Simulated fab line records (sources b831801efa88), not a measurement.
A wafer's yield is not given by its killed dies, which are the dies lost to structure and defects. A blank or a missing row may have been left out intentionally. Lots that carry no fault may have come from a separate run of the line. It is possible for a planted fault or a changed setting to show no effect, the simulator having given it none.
fab line records | flow sky130
record lots=5 | wafers=15 | lastDay=48
route steps=708 shown METAL3@561 VIA3@573 PAD_OPEN@708
lots that met no fault: from a run of the same line without faults
startH: hours from the record's first day to the start of the lot's first wafer shown | waitH: how many hours have passed since the lot's step before this one | " unchanged from the row above | L1.1+2: several wafers, shown together as one row | - value missing, or start not given | * or withheld: withheld | < > ~ a bound
route shown NAME@n: a module of which the file shows steps, and the number in the route of the first | usual: mean/standard deviation taken from wafers without a fault | same: alike in all rows | chamber/n: place in a boat | sites: per-site readings | _std_site: the values' standard deviation | _edge_site: outer sites' mean less inner sites' | radiusMm: for every site, how far away it sits from the centre of the wafer | mask NAME#n: copy n | behind: the tool/chamber that last shaped the wafer | hold: what put the lot on hold/how long, in hours/how the hold closed | device: the transistor (n, p or np) that didn't switch | end of line: at the end of the route, the tests of the same wafers | a step given without rows: its recipe and nothing more | killed: at the first sort, the dies lost to defects and structure; wafer yield is something else | map: the dies of a wafer, with x for killed, . for not killed, _ for no die there
set.NAME: setting as actually run; set.NAME@STEP: the setting as run at that earlier step | model.NAME: the simulator's own value behind a step, which no gauge read
lots at selected steps of the route; one table per step, one row per wafer
services: from which hour (startH, from the record's first day; less than 0 if before it) a tool's chamber was out of use, for how many hours, and why
## steps
# step SKY_METAL3_PEB_11
# recipe pebTempC=withheld | pebTimeS=withheld | resist=KrF-thick
# step SKY_METAL3_DEVELOP_12
# recipe developTimeS=60 | resist=KrF-thick | devTempC=21
# step SKY_METAL3_CD_MEAS_13
# recipe targetCdNm=300
# usual cdNm=300.3/1.3
lot.wafer | tool     | chamber | startH  | waitH | cdNm
L668.3    | cdSem-02 | -       | 899.39  | -     | 299.6
L668.5    | "        | -       | "       | "     | 300.2
L668.6    | "        | -       | "       | "     | 298.8
L671.1    | cdSem-01 | -       | 916.65  | -     | 299.2
L671.3    | "        | -       | "       | "     | 300.2
L671.6    | "        | -       | "       | "     | 300.0
L674.1    | cdSem-02 | -       | 945.93  | -     | 299.8
L674.3    | "        | -       | "       | "     | 301.0
L674.5    | "        | -       | "       | "     | 300.8
L676.1    | cdSem-02 | -       | 974.15  | -     | 300.3
L676.3    | "        | -       | "       | "     | 301.0
L676.6    | "        | -       | "       | "     | 300.4
L681.1    | cdSem-01 | -       | 1002.45 | -     | 301.0
L681.3    | "        | -       | "       | "     | 301.8
L681.4    | "        | -       | "       | "     | 301.8
# step SKY_METAL3_OVL_MEAS_14
# usual METAL3_OVL=1/4.5
lot.wafer | tool       | chamber | startH  | waitH | METAL3_OVL[nm]
L668.3    | overlay-02 | -       | 899.48  | 0.1   | 2
L668.5    | "          | -       | "       | "     | 4
L668.6    | "          | -       | "       | "     | 2
L671.1    | overlay-02 | -       | 916.77  | 0.1   | 8
L671.3    | "          | -       | "       | "     | -2
L671.6    | "          | -       | "       | "     | -1
L674.1    | overlay-02 | -       | 946.05  | 0.1   | -1
L674.3    | "          | -       | "       | "     | -8
L674.5    | "          | -       | "       | "     | -5
L676.1    | overlay-02 | -       | 974.27  | 0.1   | 3
L676.3    | "          | -       | "       | "     | 2
L676.6    | "          | -       | "       | "     | -3
L681.1    | overlay-02 | -       | 1002.57 | 0.1   | 0
L681.3    | "          | -       | "       | "     | 0
L681.4    | "          | -       | "       | "     | -1
# step SKY_METAL3_DESCUM_15
# recipe chemistry=O2 | sourcePowerW=150 | biasPowerW=0 | pressureMtorr=10 | tempC=40 | timeS=8
# usual drypumpMotorCurrentA=5.8/0.38 | heBacksideLeakSccm=3.36/0.18 | oesProductAu=0.996/0.011
lot.wafer | tool        | chamber | startH  | waitH | drypumpMotorCurrentA | heBacksideLeakSccm | oesProductAu | rfHoursCounterH
L668.3    | rieMetal-03 | 0       | 899.52  | 0.0   | 6.1                  | 3.18               | 0.998        | -
L668.5    | "           | 1       | "       | "     | 5.6                  | 3.35               | 1.001        | -
L668.6    | "           | 0       | "       | "     | 6.1                  | 3.22               | 0.997        | -
L671.1    | rieMetal-02 | 1       | 916.81  | 0.0   | 5.2                  | 3.30               | 1.017        | 15
L671.3    | "           | 0       | "       | "     | 6.3                  | 3.28               | 0.991        | -
L671.6    | "           | 1       | "       | "     | 5.2                  | 3.61               | 1.012        | -
L674.1    | rieMetal-03 | 0       | 946.09  | 0.0   | 6.1                  | 3.15               | 0.996        | 11
L674.3    | "           | 1       | "       | "     | 5.6                  | 3.24               | 0.995        | -
L674.5    | "           | 1       | "       | "     | 5.6                  | 3.36               | 1.003        | -
L676.1    | rieMetal-02 | 0       | 974.31  | 0.0   | 6.4                  | 3.50               | 0.989        | 13
L676.3    | "           | 1       | "       | "     | 5.2                  | 3.24               | 1.008        | -
L676.6    | "           | 1       | "       | "     | 5.2                  | 3.20               | 1.007        | -
L681.1    | rieMetal-02 | 0       | 1002.61 | 0.0   | 6.3                  | 3.39               | 0.993        | 15
L681.3    | "           | 1       | "       | "     | 5.2                  | 3.35               | 0.997        | -
L681.4    | "           | 0       | "       | "     | 6.3                  | 3.34               | 0.999        | -
# step SKY_METAL3_ETCH_16
# recipe chemistry=N2/H2 | target=BARC | ionEnergyEv=200 | biasW=100 | pressureMtorr=30 | n2FlowSccm=100 | h2FlowSccm=200 | icpW=500 | stopOn=SiO2 | timeS=88.2 | targetDepthA=600
# usual drypumpMotorCurrentA=5.8/0.38 | heBacksideLeakSccm=3.38/0.26 | oesProductAu=0.625/0.0039 | throttleValvePct=13.205/0.0095
lot.wafer | tool        | chamber | startH  | waitH | drypumpMotorCurrentA | heBacksideLeakSccm | oesProductAu | rfHoursCounterH | throttleValvePct
L668.3    | rieMetal-03 | 0       | 899.57  | 0.0   | 6.1                  | 3.18               | 0.631        | -               | 13.201
L668.5    | "           | 1       | "       | "     | 5.6                  | 3.23               | 0.625        | -               | 13.201
L668.6    | "           | 0       | "       | "     | 6.1                  | 3.09               | 0.622        | -               | 13.189
L671.1    | rieMetal-02 | 1       | 916.84  | 0.0   | 5.3                  | 3.88               | 0.624        | 15              | 13.206
L671.3    | "           | 0       | "       | "     | 6.4                  | 3.26               | 0.627        | -               | 13.207
L671.6    | "           | 1       | "       | "     | 5.3                  | 3.63               | 0.623        | -               | 13.211
L674.1    | rieMetal-03 | 0       | 946.12  | 0.0   | 6.1                  | 3.15               | 0.630        | 11              | 13.185
L674.3    | "           | 1       | "       | "     | 5.6                  | 3.26               | 0.620        | -               | 13.203
L674.5    | "           | 1       | "       | "     | 5.6                  | 3.31               | 0.625        | -               | 13.224
L676.1    | rieMetal-02 | 0       | 974.34  | 0.0   | 6.4                  | 3.32               | 0.623        | 13              | 13.210
L676.3    | "           | 1       | "       | "     | 5.2                  | 3.41               | 0.623        | -               | 13.228
L676.6    | "           | 1       | "       | "     | 5.2                  | 3.19               | 0.626        | -               | 13.214
L681.1    | rieMetal-02 | 0       | 1002.64 | 0.0   | 6.3                  | 3.30               | 0.626        | 15              | 13.208
L681.3    | "           | 1       | "       | "     | 5.2                  | 3.39               | 0.622        | -               | 13.197
L681.4    | "           | 0       | "       | "     | 6.4                  | 3.19               | 0.625        | -               | 13.218
# step SKY_METAL3_ETCH_17
# recipe target=SiO2 | stopOn=TiN | chemistry=C4F8/O2/Ar | sourceW=1500 | biasW=1200 | pressureMtorr=40 | c4f8FlowSccm=withheld | O2_flow_sccm=6 | Ar_flow_sccm=300 | timeS=3.9 | targetDepthA=150
# usual oesProductAu=0.755/0.0074
lot.wafer | tool       | chamber | startH  | waitH | oesProductAu
L668.3    | rieDiel-03 | 3       | 899.64  | 0.0   | 0.758
L668.5    | "          | 0       | "       | "     | 0.771
L668.6    | "          | 3       | "       | "     | 0.769
L671.1    | rieDiel-04 | 0       | 916.94  | 0.1   | 0.749
L671.3    | "          | 2       | "       | "     | 0.761
L671.6    | "          | 3       | "       | "     | 0.753
L674.1    | rieDiel-01 | 2       | 946.22  | 0.1   | 0.752
L674.3    | "          | 3       | "       | "     | 0.754
L674.5    | "          | 1       | "       | "     | 0.758
L676.1    | rieDiel-01 | 3       | 974.44  | 0.1   | 0.758
L676.3    | "          | 0       | "       | "     | 0.758
L676.6    | "          | 3       | "       | "     | 0.763
L681.1    | rieDiel-03 | 0       | 1002.74 | 0.1   | 0.749
L681.3    | "          | 1       | "       | "     | 0.747
L681.4    | "          | 2       | "       | "     | 0.754
# step SKY_METAL3_METAL_ETCH_18
# recipe targetDepthA=8450 | stopOn=SiO2 | overEtchFrac=0.3 | timeS=183.1 | chemistry=Cl2/BCl3 | resistSidewallDeg=88 | pressureMtorr=10 | icpW=900 | biasW=48.5 | Cl2_flow_sccm=60 | bcl3FlowSccm=30
# usual drypumpMotorCurrentA=5.8/0.4 | heBacksideLeakSccm=3.4/0.33 | mfcCl2Sccm=60.01/0.18 | oesProductAu=0.864/0.0066 | throttleValvePct=22.265/0.0098
lot.wafer | tool        | chamber | startH  | waitH | drypumpMotorCurrentA | heBacksideLeakSccm | mfcCl2Sccm | oesProductAu | rfHoursCounterH | throttleValvePct
L668.3    | rieMetal-02 | 1       | 899.72  | 0.1   | 5.2                  | 3.3                | 60.26      | 0.868        | -               | 22.261
L668.5    | "           | 0       | "       | "     | 6.3                  | 3.4                | 60.00      | 0.861        | -               | 22.267
L668.6    | "           | 1       | "       | "     | 5.2                  | 3.6                | 60.07      | 0.874        | -               | 22.267
L671.1    | rieMetal-03 | 0       | 916.96  | 0.0   | 6.1                  | 3.2                | 59.95      | 0.863        | 10              | 22.259
L671.3    | "           | 0       | "       | "     | 6.1                  | 3.3                | 59.96      | 0.853        | -               | 22.265
L671.6    | "           | 0       | "       | "     | 6.1                  | 3.2                | 60.15      | 0.857        | -               | 22.255
L674.1    | rieMetal-01 | 1       | 946.24  | 0.0   | 6.0                  | 3.4                | 59.97      | 0.863        | 5               | 22.258
L674.3    | "           | 1       | "       | "     | 6.0                  | 3.4                | 59.65      | 0.864        | -               | 22.271
L674.5    | "           | 1       | "       | "     | 6.0                  | 3.4                | 59.86      | 0.873        | -               | 22.246
L676.1    | rieMetal-03 | 1       | 974.46  | 0.0   | 5.6                  | 3.3                | 60.12      | 0.868        | 9               | 22.278
L676.3    | "           | 0       | "       | "     | 6.1                  | 3.2                | 60.04      | 0.863        | -               | 22.268
L676.6    | "           | 1       | "       | "     | 5.6                  | 3.2                | 59.69      | 0.860        | -               | 22.267
L681.1    | rieMetal-03 | 1       | 1002.76 | 0.0   | 5.6                  | 3.3                | 60.15      | 0.875        | 10              | 22.280
L681.3    | "           | 0       | "       | "     | 6.1                  | 3.1                | 60.16      | 0.865        | -               | 22.276
L681.4    | "           | 1       | "       | "     | 5.6                  | 3.4                | 60.26      | 0.862        | -               | 22.246
# step SKY_METAL3_STRIP_19
# recipe chemistry=O2/N2 | powerW=1400 | pressureMtorr=1500 | platenTempC=withheld | o2FlowSccm=3000 | n2FlowSccm=300 | overashFraction=0.5
# usual drypumpMotorCurrentA=5.6/0.39 | oesProductAu=0.510/0.0067 | stripTimeToEndpointS=6.72/0.088
# same overashFraction=0.5
lot.wafer | tool           | chamber | startH  | waitH | drypumpMotorCurrentA | oesProductAu | rfHoursCounterH | stripTimeToEndpointS
L668.3    | plasmaAsher-03 | 1       | 899.87  | 0.1   | 6.0                  | 0.509        | -               | 6.70
L668.5    | "              | 1       | "       | "     | 6.0                  | 0.523        | -               | 6.79
L668.6    | "              | 0       | "       | "     | 5.8                  | 0.511        | -               | 6.69
L671.1    | plasmaAsher-03 | 0       | 917.13  | 0.1   | 5.8                  | 0.509        | 50              | 6.70
L671.3    | "              | 1       | "       | "     | 6.0                  | 0.508        | -               | 6.78
L671.6    | "              | 0       | "       | "     | 5.8                  | 0.513        | -               | 6.77
L674.1    | plasmaAsher-03 | 1       | 946.47  | 0.2   | 6.0                  | 0.516        | 53              | 6.89
L674.3    | "              | 1       | "       | "     | 6.0                  | 0.508        | -               | 6.88
L674.5    | "              | 1       | "       | "     | 6.0                  | 0.519        | -               | 6.87
L676.1    | plasmaAsher-04 | 1       | 974.64  | 0.1   | 5.9                  | 0.509        | 113             | 6.73
L676.3    | "              | 1       | "       | "     | 5.9                  | 0.516        | -               | 6.79
L676.6    | "              | 1       | "       | "     | 5.8                  | 0.513        | -               | 6.74
L681.1    | plasmaAsher-01 | 0       | 1002.95 | 0.1   | 5.3                  | 0.503        | 83              | 6.78
L681.3    | "              | 1       | "       | "     | 5.9                  | 0.510        | -               | 6.68
L681.4    | "              | 0       | "       | "     | 5.3                  | 0.511        | -               | 6.81
# step SKY_METAL3_STRIP_20
# recipe chemistry=postEtchResidueRemover | timeS=1200 | tempC=72.5
# step SKY_METAL3_CLEAN_21
# recipe chemistry=IPA | timeS=180 | tempC=25
# step SKY_METAL3_CLEAN_22
# recipe chemistry=O3/DIW | dry=n2Spin
# step SKY_VIA3_HDPCVD_00
# recipe material=SiO2 | targetThkNm=1635 | sigmaOpenFrac=0.3 | timeS=272.5 | tempC=400 | sih4FlowSccm=60 | pressureMtorr=6
# usual pressureMtorr=6.002/0.012 | runLengthS=300.3/0.5
lot.wafer | tool      | chamber | startH  | waitH | pressureMtorr | runLengthS | model.SiO2_of_VIA3_HDPCVD_00.thkNm
L668.3    | hdpcvd-02 | 1       | 900.46  | 0.0   | 6.000         | 301.2      | 1612
L668.5    | "         | 2       | "       | "     | 5.992         | 300.0      | 1621
L668.6    | "         | 0       | "       | "     | 6.021         | 300.5      | 1630
L671.1    | hdpcvd-01 | 0       | 917.76  | 0.0   | 6.005         | 299.6      | 1612
L671.3    | "         | 2       | "       | "     | 5.986         | 300.1      | 1604
L671.6    | "         | 2       | "       | "     | 5.998         | 300.3      | 1612
L674.1    | hdpcvd-02 | 1       | 947.06  | 0.0   | 5.995         | 300.5      | 1614
L674.3    | "         | 0       | "       | "     | 5.998         | 300.7      | 1634
L674.5    | "         | 0       | "       | "     | 6.003         | 300.5      | 1641
L676.1    | hdpcvd-01 | 1       | 975.27  | 0.0   | 6.003         | 299.9      | 1617
L676.3    | "         | 0       | "       | "     | 6.011         | 299.6      | 1626
L676.6    | "         | 1       | "       | "     | 6.030         | 300.2      | 1648
L681.1    | hdpcvd-02 | 2       | 1003.62 | 0.0   | 6.004         | 327.6      | 1777
L681.3    | "         | 0       | "       | "     | 6.003         | 300.5      | 1614
L681.4    | "         | 1       | "       | "     | 6.005         | 301.5      | 1600
# step SKY_VIA3_THK_MEAS_01
# recipe reads=SiO2_of_VIA3_HDPCVD_00
# usual VIA3_HDPCVD_THK=1629/17
lot.wafer | tool         | chamber | startH  | waitH | VIA3_HDPCVD_THK[nm]
L668.3    | filmMetro-04 | -       | 900.65  | 0.1   | 1611
L668.5    | "            | -       | "       | "     | 1620
L668.6    | "            | -       | "       | "     | 1629
L671.1    | filmMetro-03 | -       | 917.93  | 0.1   | 1613
L671.3    | "            | -       | "       | "     | 1603
L671.6    | "            | -       | "       | "     | 1612
L674.1    | filmMetro-04 | -       | 947.23  | 0.1   | 1614
L674.3    | "            | -       | "       | "     | 1633
L674.5    | "            | -       | "       | "     | 1641
L676.1    | filmMetro-04 | -       | 975.43  | 0.1   | 1617
L676.3    | "            | -       | "       | "     | 1626
L676.6    | "            | -       | "       | "     | 1648
L681.1    | filmMetro-03 | -       | 1003.78 | 0.1   | 1778
L681.3    | "            | -       | "       | "     | 1612
L681.4    | "            | -       | "       | "     | 1600
# step SKY_VIA3_CMP_02
# recipe material=SiO2 | downForcePsi=4 | platenRpm=60 | padVelocityMS=0.94248
# step SKY_PAD_OPEN_PROBE_99
# usual defectLimitedYield=82.5/1.8 | killed_at_M0_to_M3=43/6.5 | killed_at_M4_up=3.1/1.8 | killedAtContacts=24/4.8 | killedAtFrontEnd=15/4.7 | killedAtOther=0.3/0.58 | killedDies=86/8.6 | killedOpen=47/6.7 | killedShort=39/6.1 | sort_bin_3_pad_short=0.8/0.38 | sort_bin_5_function=10.4/1.3 | sort_bin_6_memory=6.2/1.1 | sortNPass=406/8.6 | sortYieldPct=82.5/1.8
# same grossDies=492 | killedAtBackSide=0 | sort_bin_4_leakage[%]=0 | sort_bin_8_speed[%]=0
lot.wafer | tool      | chamber | startH  | waitH | defectLimitedYield[%] | killed_at_M0_to_M3 | killed_at_M4_up | killedAtContacts | killedAtFrontEnd | killedAtOther | killedDies | killedOpen | killedShort | sort_bin_3_pad_short[%] | sort_bin_5_function[%] | sort_bin_6_memory[%] | sortNPass | sortYieldPct[%]
L668.3    | prober-01 | -       | 1074.96 | 0.6   | 82.9                  | 43                 | 1               | 27               | 13               | 0             | 84         | 44         | 40          | 0.2                     | 11.6                   | 5.3                  | 408       | 82.9
L668.5    | prober-01 | -       | 1075.06 | 0.7   | 83.7                  | 39                 | 3               | 21               | 17               | 0             | 80         | 42         | 38          | 0.8                     | 9.8                    | 5.7                  | 412       | 83.7
L668.6    | prober-01 | -       | 1075.11 | 0.7   | 83.5                  | 41                 | 6               | 19               | 14               | 1             | 81         | 43         | 38          | 0.4                     | 7.9                    | 8.1                  | 411       | 83.5
L674.1    | prober-01 | -       | 1110.28 | 0.1   | 85.8                  | 36                 | 5               | 16               | 13               | 0             | 70         | 38         | 32          | 0.6                     | 8.5                    | 5.1                  | 422       | 85.8
L674.3    | prober-01 | -       | 1110.38 | 0.2   | 82.5                  | 44                 | 8               | 22               | 12               | 0             | 86         | 52         | 34          | 0.8                     | 11.2                   | 5.5                  | 406       | 82.5
L674.5    | prober-01 | -       | 1110.48 | 0.2   | 82.5                  | 39                 | 1               | 19               | 27               | 0             | 86         | 48         | 38          | 1.4                     | 10.2                   | 5.9                  | 406       | 82.5
# killed by level:class
L668.3 VIA1:geometricParticle:open=13 CONTACT:geometricParticle:open=9 METAL1:geometricParticle:short=7 CONTACT:geometricParticle:short=6 VIA1:geometricParticle:short=6 VIA2:geometricParticle:open=6 LI_CONTACT:geometricParticle:open=5 LOCAL_INTERCONNECT:geometricParticle:short=5
L668.5 VIA2:geometricParticle:open=8 VIA1:geometricParticle:open=7 CONTACT:geometricParticle:short=7 CONTACT:geometricParticle:open=7 FIELD_ISO:geometricParticle:short=6 VIA3:geometricParticle:open=5 METAL2:geometricParticle:short=4 LOCAL_INTERCONNECT:geometricParticle:short=4
L668.6 VIA3:geometricParticle:open=8 VIA1:geometricParticle:open=7 VIA2:geometricParticle:open=7 POLY_GATE:geometricParticle:open=6 LI_CONTACT:geometricParticle:open=4 LOCAL_INTERCONNECT:geometricParticle:short=4 CONTACT:geometricParticle:short=4 CONTACT:geometricParticle:open=4
L674.1 METAL1:geometricParticle:short=7 VIA1:geometricParticle:open=7 VIA2:geometricParticle:open=7 VIA3:geometricParticle:open=7 CONTACT:geometricParticle:open=5 FIELD_ISO:geometricParticle:short=4 CONTACT:geometricParticle:short=4 FIELD_ISO:geometricParticle:open=3
L674.3 LI_CONTACT:geometricParticle:open=9 VIA1:geometricParticle:open=8 VIA3:geometricParticle:open=7 VIA2:geometricParticle:open=6 FIELD_ISO:geometricParticle:open=5 FIELD_ISO:geometricParticle:short=4 METAL2:geometricParticle:open=4 METAL4:geometricParticle:short=4
L674.5 FIELD_ISO:geometricParticle:open=11 VIA1:geometricParticle:open=8 CONTACT:geometricParticle:open=7 METAL2:geometricParticle:short=6 FIELD_ISO:geometricParticle:short=6 LI_CONTACT:geometricParticle:open=6 VIA1:geometricParticle:short=5 VIA2:geometricParticle:open=5
## services
tool           | chamber | startH  | hours | kind
rieMetal-03    | -       | 880.65  | 0.1   | repair
rieMetal-02    | -       | 886.63  | 0.2   | repair
rieDiel-01     | 0       | 889.51  | 15.0  | repair
rieMetal-01    | -       | 895.79  | 14.6  | pm
hdpcvd-02      | -       | 913.08  | 6.0   | pm
rieDiel-04     | -       | 919.36  | 14.6  | pm
plasmaAsher-01 | -       | 928.51  | 3.1   | repair
hdpcvd-02      | -       | 934.20  | 0.4   | repair
rieDiel-04     | 1       | 936.10  | 18.6  | repair
rieDiel-04     | 3       | 940.46  | 3.5   | repair
rieDiel-04     | -       | 945.68  | 10.7  | repair
hdpcvd-02      | -       | 950.25  | 15.0  | pm
hdpcvd-02      | 0       | 950.25  | 15.0  | ventCycle
hdpcvd-02      | 1       | 950.25  | 15.0  | ventCycle
hdpcvd-02      | 2       | 950.25  | 15.0  | ventCycle
hdpcvd-01      | -       | 953.66  | 1.1   | repair
hdpcvd-02      | 1       | 957.44  | 5.3   | repair
rieDiel-03     | 1       | 961.63  | 15.9  | repair
rieDiel-04     | 0       | 962.54  | 6.4   | repair
hdpcvd-02      | 0       | 965.25  | -     | clean
plasmaAsher-01 | -       | 982.43  | 0.4   | repair
rieMetal-01    | -       | 989.50  | 1.4   | pm
plasmaAsher-01 | -       | 999.09  | 3.7   | repair
plasmaAsher-04 | -       | 1002.51 | 14.0  | repair
## key
firstSign step=SKY_VIA3_HDPCVD_00 | reading=runLengthS | direction=up | sigmas=54 | usual=* | struck=*
effect step=SKY_VIA3_THK_MEAS_01 | reading=VIA3_HDPCVD_THK | direction=up | sigmas=8.8 | usual=1629 | struck=1778
modelEffect step=SKY_VIA3_HDPCVD_00 | value=SiO2_of_VIA3_HDPCVD_00.thkNm | without=1613 | struck=1777
metAt SKY_VIA3_HDPCVD_00
struckWafers L681.1
onsetBetween 900.46 1003.62
fault kind=processParameterDrift | tool=hdpcvd-02 | chamber=2 | onsetH=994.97 | steps=SKY_VIA3_HDPCVD_00 | channel=timeS | offset=* | shape=step | endH=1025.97 | actsIn=* | stated=*
